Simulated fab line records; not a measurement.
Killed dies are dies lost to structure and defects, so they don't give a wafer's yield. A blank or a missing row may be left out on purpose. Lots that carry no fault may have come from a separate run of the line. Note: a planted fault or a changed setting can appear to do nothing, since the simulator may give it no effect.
Which tool was responsible? / flow sky130 / 39 wafers from 13 lots sampled at 3 of the route's 708 steps

WHAT THE GAUGES READ, wafer by wafer
SKY_POLY_GATE_THK_MEAS_01. Usual: POLY_GATE_CVD_00_THK typically reads 179.3 nm, with standard deviation 1.7.
lot=L571; measured=day 14 13:46; on=film_metro-02; POLY_GATE_CVD_00_THK (nm)=180.8 180.1 179.3; flag=
lot=L574; measured=day 15 13:25; on=film_metro-04; POLY_GATE_CVD_00_THK (nm)=179.0 179.2 180.5; flag=
lot=L576; measured=day 16 12:41; on=film_metro-01; POLY_GATE_CVD_00_THK (nm)=176.5 176.8 176.9; flag=
lot=L579; measured=day 17 09:17; on=film_metro-04; POLY_GATE_CVD_00_THK (nm)=176.2 177.6 177.0; flag=
lot=L580; measured=day 17 13:47; on=film_metro-01; POLY_GATE_CVD_00_THK (nm)=179.3 180.6 178.6; flag=
lot=L582; measured=day 18 16:40; on=film_metro-04; POLY_GATE_CVD_00_THK (nm)=181.6 181.7 180.0; flag=
lot=L585; measured=day 19 10:07; on=film_metro-01; POLY_GATE_CVD_00_THK (nm)=179.8 180.9 178.5; flag=
lot=L587; measured=day 20 03:49; on=film_metro-02; POLY_GATE_CVD_00_THK (nm)=180.2 180.4 180.3; flag=
lot=L588; measured=day 20 09:02; on=film_metro-01; POLY_GATE_CVD_00_THK (nm)=179.4 179.6 180.8; flag=
lot=L589; measured=day 20 23:16; on=film_metro-04; POLY_GATE_CVD_00_THK (nm)=176.3 178.0 176.7; flag=
lot=L591; measured=day 21 04:17; on=film_metro-02; POLY_GATE_CVD_00_THK (nm)=179.8 178.3 177.9; flag=
lot=L592; measured=day 21 21:03; on=film_metro-02; POLY_GATE_CVD_00_THK (nm)=178.2 178.9 180.9; flag=
lot=L593; measured=day 22 01:47; on=film_metro-01; POLY_GATE_CVD_00_THK (nm)=179.7 180.3 181.9; flag=

SKY_SD_P_OVL_MEAS_08. Usual: SD_P_OVL typically reads 1.5 nm, with standard deviation 1.2.
lot=L571; measured=day 26 06:12; on=overlay-02; SD_P_OVL (nm)=2.2 -0.6 0.3; flag=
lot=L574; measured=day 27 02:53; on=overlay-01; SD_P_OVL (nm)=-0.2 0.9 2.9; flag=
lot=L576; measured=day 28 00:56; on=overlay-02; SD_P_OVL (nm)=2.5 1.4 1.3; flag=
lot=L579; measured=day 28 23:59; on=overlay-01; SD_P_OVL (nm)=2.4 1.5 2.7; flag=
lot=L580; measured=day 29 03:57; on=overlay-02; SD_P_OVL (nm)=0.9 0.2 2.0; flag=
lot=L582; measured=day 30 06:22; on=overlay-02; SD_P_OVL (nm)=0.0 1.6 0.8; flag=
lot=L585; measured=day 31 00:33; on=overlay-01; SD_P_OVL (nm)=-0.1 1.4 0.4; flag=
lot=L587; measured=day 31 10:44; on=overlay-01; SD_P_OVL (nm)=0.7 1.2 3.2; flag=
lot=L588; measured=day 31 16:22; on=overlay-01; SD_P_OVL (nm)=1.9 -0.3 1.0; flag=
lot=L589; measured=day 32 07:44; on=overlay-02; SD_P_OVL (nm)=2.6 1.1 0.3; flag=
lot=L591; measured=day 32 13:37; on=overlay-01; SD_P_OVL (nm)=1.3 4.8 2.2; flag=
lot=L592; measured=day 33 01:53; on=overlay-01; SD_P_OVL (nm)=3.9 1.2 4.1; flag=
lot=L593; measured=day 33 08:42; on=overlay-01; SD_P_OVL (nm)=1.0 1.8 2.2; flag=

WHAT TOOL EACH LOT RAN ON (gives the tool, then ch and the chambers of the sampled wafers, and finally the start)
lot=L571; SKY_POLY_CUT_SOFTBAKE_04=litho_track-04 ch 0, day 24 09:00
lot=L574; SKY_POLY_CUT_SOFTBAKE_04=litho_track-03 ch 0, day 25 05:00
lot=L576; SKY_POLY_CUT_SOFTBAKE_04=litho_track-04 ch 0, day 26 04:00
lot=L579; SKY_POLY_CUT_SOFTBAKE_04=litho_track-04 ch 0, day 27 05:00
lot=L580; SKY_POLY_CUT_SOFTBAKE_04=litho_track-01 ch 0, day 27 09:00
lot=L582; SKY_POLY_CUT_SOFTBAKE_04=litho_track-03 ch 0, day 28 11:00
lot=L585; SKY_POLY_CUT_SOFTBAKE_04=litho_track-01 ch 0, day 29 05:00
lot=L587; SKY_POLY_CUT_SOFTBAKE_04=litho_track-01 ch 0, day 29 16:00
lot=L588; SKY_POLY_CUT_SOFTBAKE_04=litho_track-01 ch 0, day 29 22:00
lot=L589; SKY_POLY_CUT_SOFTBAKE_04=litho_track-04 ch 0, day 30 14:00
lot=L591; SKY_POLY_CUT_SOFTBAKE_04=litho_track-03 ch 0, day 30 20:00
lot=L592; SKY_POLY_CUT_SOFTBAKE_04=litho_track-04 ch 0, day 31 09:00
lot=L593; SKY_POLY_CUT_SOFTBAKE_04=litho_track-04 ch 0, day 31 15:00
- SKY_POLY_CUT_SOFTBAKE_04: time 90 s.

WHAT THE TOOLS THEMSELVES READ (means of the sampled wafers that have a number; where no wafer has one, the mark that the record gives instead)
SKY_POLY_CUT_SOFTBAKE_04. Usual: run_length_s at 119.02 s, with a standard deviation of 0.22.
lot=L571; tool=litho_track-04; run_length_s (s)=119.43; flag=
lot=L574; tool=litho_track-03; run_length_s (s)=119.07; flag=
lot=L576; tool=litho_track-04; run_length_s (s)=123.02; flag=OFF
lot=L579; tool=litho_track-04; run_length_s (s)=123.03; flag=OFF
lot=L580; tool=litho_track-01; run_length_s (s)=118.74; flag=
lot=L582; tool=litho_track-03; run_length_s (s)=118.94; flag=
lot=L585; tool=litho_track-01; run_length_s (s)=118.67; flag=
lot=L587; tool=litho_track-01; run_length_s (s)=118.76; flag=
lot=L588; tool=litho_track-01; run_length_s (s)=118.73; flag=
lot=L589; tool=litho_track-04; run_length_s (s)=119.24; flag=
lot=L591; tool=litho_track-03; run_length_s (s)=118.99; flag=
lot=L592; tool=litho_track-04; run_length_s (s)=119.21; flag=
lot=L593; tool=litho_track-04; run_length_s (s)=119.28; flag=

THE ANSWER, worked out from the rows above alone
Rule: a lot is off if the mean of its wafers that have a number lies more than 3 standard deviations from the usual mean. Also off: a lot with no number at a reading for which 4 or more lots have one. Any other lot the step has rows for is counted as sound. After the gauges, taken in route order, come the tools' own readings; for these a lot's mean is taken, as printed above. The first step at which some lot is off is used, and at that step the reading that is off furthest; a lot without a number counts as furthest.
Off: L576, L579, at SKY_POLY_CUT_SOFTBAKE_04 (run_length_s).
A tool fits if, at that step or a process step before it, it ran every lot that is off, and no sound lot after the first of them. Of those tried, none fits.

WHAT THE SIMULATOR PUT IN
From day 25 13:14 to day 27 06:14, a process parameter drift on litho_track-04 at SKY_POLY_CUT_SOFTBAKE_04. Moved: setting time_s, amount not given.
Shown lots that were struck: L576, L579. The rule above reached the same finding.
